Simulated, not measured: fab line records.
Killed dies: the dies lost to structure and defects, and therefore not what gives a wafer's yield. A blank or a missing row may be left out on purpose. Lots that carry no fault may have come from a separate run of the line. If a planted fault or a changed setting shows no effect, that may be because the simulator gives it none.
Problem report, 8D (eight disciplines) form, completed by code | flow sky130 | the parts of the form that need people (team, actions taken, sign-off) are left out

1. WHAT IS WRONG
At SKY_NWELL_IMPLANT_12, beamEnergyKeV averages 105.75 over 6 wafers from 2 lots, while fault-free wafers read 120.00, standard deviation 0.034. So: -99 or more standard deviations from the usual mean.
Earliest sighting: wafer L232.2 on implanter-02 at day 7 17:38. The record has a number at this step for 39 wafers belonging to 13 lots. By rule, "out" or "out of limits" means more than 4 standard deviations away from the usual mean. All remaining wafers that have a number are taken as sound.

2. WHAT IT IS AND WHAT IT IS NOT
question                    | is                     | is not
which readings at this step | beamEnergyKeV          | -
which lots                  | L232, L235             | L219, L220, L222, L224, L225, L227, L234, L239, L240, L241, L242
which wafers of those lots  | all that have a number | -
read on which tools         | implanter-02           | implanter-01, implanter-03
when                        | from day 7 17:38       | up to then (18 sound wafers); but 15 sound wafers of L234, L239, L240, L241, L242 came after

3. WHAT RULES OUT EACH SUSPECT
Counting: a tool at any process step up to the reading remains a suspect when it ran all the lots that are out and ran no sound lot after the first of those.
- implanter-02 at SKY_NWELL_IMPLANT_12: kept. It processed each lot that is out, first L232 at day 7 17:38, and no sound lot thereafter; up to then, the last sound lot it processed was L227 at day 6 12:52. Out on those wafers are its own readings of beamEnergyKeV.
The count leaves implanter-02 at SKY_NWELL_IMPLANT_12.

4. THE CAUSE (what the simulator had put in)
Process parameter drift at SKY_NWELL_IMPLANT_12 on implanter-02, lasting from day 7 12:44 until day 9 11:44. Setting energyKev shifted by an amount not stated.
The count eliminated every tool but this one.

5. SEQUENCE OF EFFECTS, ordered by route
One row per reading whose mean, taken over the struck wafers that have a number, lies over 3 standard deviations from the usual. Scope: only readings with a usual standard deviation given in the record; hours: median across lots of the time from each lot's start at the first step in this table that gives one to its start at this step; sigmas: change in usual standard deviations.
hours | step                 | reading       | usual  | on struck wafers | change | sigmas
0     | SKY_NWELL_IMPLANT_12 | beamEnergyKeV | 120.00 | 105.75           | -14.25 | -99 or more
Its process steps:
- SKY_NWELL_IMPLANT_12
Later measuring or inspecting steps at which every struck wafer that the step has a row for has a number for every such reading, and none has moved that far: SKY_LI_CONTACT_THK_MEAS_23, SKY_CONTACT_THK_MEAS_26.

6. HOW IT WOULD HAVE BEEN CAUGHT EARLIER
In this record the first reading out of limits was taken at day 7 17:38, 5 hours after the fault began at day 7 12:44.
